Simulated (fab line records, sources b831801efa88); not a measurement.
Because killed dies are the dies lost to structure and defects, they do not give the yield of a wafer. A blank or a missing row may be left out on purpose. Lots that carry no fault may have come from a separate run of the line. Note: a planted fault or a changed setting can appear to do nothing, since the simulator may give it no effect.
Which tool is to blame?    flow sky130    42 wafers from 14 lots sampled at 2 of the route's 708 steps

WHAT THE GAUGES READ, wafer by wafer
SKY_VIA1_CD_MEAS_12 targets a cd of 150 nm. Usual: 149.9 nm for cd_nm, sd 1.7.
lot   measured      on         cd_nm (nm)         flag
L211  day 35 08:23  cd_sem-02  150.3 151.5 149.6  
L210  day 35 09:27  cd_sem-02  149.5 150.7 148.7  
L212  day 35 19:37  cd_sem-01  149.2 149.8 150.3  
L213  day 35 21:20  cd_sem-01  151.4 153.1 151.7  
L215  day 36 17:53  cd_sem-01  148.4 148.9 148.9  
L216  day 36 21:15  cd_sem-01  149.2 148.9 149.2  
L217  day 37 06:03  cd_sem-02  148.8 149.3 147.6  
L218  day 37 08:14  cd_sem-01  146.7 147.3 148.4  
L219  day 37 13:06  cd_sem-02  148.8 146.9 148.0  
L222  day 39 02:09  cd_sem-01  153.3 153.6 151.9  
L223  day 39 03:28  cd_sem-01  148.6 149.1 150.7  
L226  day 39 14:51  cd_sem-02  150.5 151.9 152.3  
L231  day 41 10:54  cd_sem-01  148.6 149.8 147.8  
L232  day 41 13:16  cd_sem-02  150.0 148.3 149.1  

SKY_METAL2_CD_MEAS_15 targets a cd of 140 nm. Usual: 140.0 nm for cd_nm, sd 1.5.
lot   measured      on         cd_nm (nm)         flag
L211  day 36 13:03  cd_sem-02  138.9 138.0 137.2  
L210  day 36 13:30  cd_sem-02  138.3 137.6 138.0  
L212  day 37 00:28  cd_sem-01  140.4 141.2 139.7  
L213  day 37 01:47  cd_sem-01  137.8 139.9 138.6  
L215  day 37 21:23  cd_sem-01  143.2 142.1 141.6  
L216  day 38 01:27  cd_sem-01  140.8 142.2 141.5  
L217  day 38 12:00  cd_sem-02  138.9 138.5 139.6  
L218  day 38 13:06  cd_sem-02  141.3 139.8 141.9  
L219  day 38 19:07  cd_sem-02  140.9 138.5 140.0  
L222  day 40 05:48  cd_sem-01  140.8 140.5 142.6  
L223  day 40 06:10  cd_sem-01  139.4 141.3 138.4  
L226  day 40 17:39  cd_sem-01  140.0 142.6 141.0  
L231  day 42 12:27  cd_sem-01  143.4 141.7 141.5  
L232  day 42 14:52  cd_sem-01  141.9 142.2 140.1  

EACH LOT AND THE TOOL THAT RAN IT (in order: tool; ch and the chambers of the sampled wafers; start)
The record shows no process step preceding these readings.

WHAT THE TOOLS THEMSELVES READ (means of the sampled wafers that have a number; where no wafer has one, the mark that the record gives instead)
The record holds no such reading with a usual standard deviation.

THE ANSWER, worked out from the rows above alone
Rule: a lot counts as off when the mean over its wafers that have a number is more than 3 standard deviations away from the usual mean. Also off: a lot with no number at a reading for which 4 or more lots have one. Any other lot the step has rows for is counted as sound. The gauges are gone through in route order, then the tools' own readings, and for those a lot's mean is taken as printed above. At the first step where some lot is off, the reading lying furthest off is the one used; lots without a number count as furthest.
None of the lots is off at any reading shown; this tells nothing.

WHAT HAD BEEN PUT IN BY THE SIMULATOR
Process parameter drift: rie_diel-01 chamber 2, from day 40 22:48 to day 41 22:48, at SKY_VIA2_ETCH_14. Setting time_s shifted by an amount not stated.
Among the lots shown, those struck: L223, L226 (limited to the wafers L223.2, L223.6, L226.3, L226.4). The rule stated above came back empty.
